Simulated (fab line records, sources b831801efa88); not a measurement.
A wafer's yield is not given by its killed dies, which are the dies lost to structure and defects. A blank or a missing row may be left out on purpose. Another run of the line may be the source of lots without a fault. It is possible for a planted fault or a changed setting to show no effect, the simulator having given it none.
Problem report in the 8D (eight disciplines) form, filled by code    flow sky130    the parts of the form that need people (team, actions taken, sign-off) are left out

1. THE ISSUE
Wafers without a fault read 5.000 Pa, standard deviation 0.011; chamber_pressure_pa at SKY_CONTACT_SPUTTER_23 reads a mean of 5.183 Pa on 6 wafers belonging to 2 lots. That is +17 standard deviations from the usual mean.
The step: material TiN, target thk 20 nm, time 80 s.
First observed at day 36 00:02: wafer L491.1, on pvd_sputter-04. The record has a number at this step for 18 wafers belonging to 6 lots. Rule for "out" (also "out of limits"): further than 4 standard deviations from the usual mean. The rest of the wafers with a number are treated as sound.

2. WHAT IT IS; WHAT IT IS NOT
question                     is                      is not
which readings at this step  chamber_pressure_pa     -
which lots                   L490, L491              L479, L481, L494, L500
which wafers of those lots   all that have a number  -
read on which tools          pvd_sputter-04          pvd_sputter-01, pvd_sputter-03
when                         from day 36 00:02       up to then (6 sound wafers); but 6 sound wafers of L494, L500 came after

3. WHAT RULES OUT EACH SUSPECT
Counting: a tool at any process step up to the reading remains a suspect when it ran all the lots that are out and ran no sound lot after the first of those.
- pvd_sputter-04 at SKY_CONTACT_SPUTTER_23 (material TiN, target thk 20 nm, time 80 s): kept. Every lot that is out went through it, starting with L491 (day 36 00:02), and after that it ran no sound lot; the last sound lot it ran before then is L481 (day 32 20:38). Its own readings are out on those wafers: chamber_pressure_pa.
Remaining after the count: pvd_sputter-04 at SKY_CONTACT_SPUTTER_23.

4. THE CAUSE (what the simulator had put in)
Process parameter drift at SKY_CONTACT_SPUTTER_23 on pvd_sputter-04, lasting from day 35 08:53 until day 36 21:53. Setting chamber_pressure_pa, moved by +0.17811, from 5. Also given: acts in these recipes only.
The count eliminated every tool but this one.

5. THE CHAIN OF EFFECTS, in route order
Each row: a reading whose mean over the struck wafers that have a number lies more than 3 standard deviations from the usual. Only readings for which the record gives a usual standard deviation are gone through. hours: the time from each lot's start at the first step in this table that gives one to its start at this step, as a median over the lots. sigmas: the change in usual standard deviations.
hours  step                    reading              usual     on struck wafers  change  sigmas
0      SKY_CONTACT_SPUTTER_23  chamber_pressure_pa  5.000 Pa  5.183             +0.183  +17
It contains these process steps:
- SKY_CONTACT_SPUTTER_23: material TiN, target thk 20 nm, time 80 s.

6. WHAT WOULD HAVE CAUGHT IT SOONER
15 hours passed between the start of the fault at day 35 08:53 and the first reading out of limits in this record, taken at day 36 00:02.
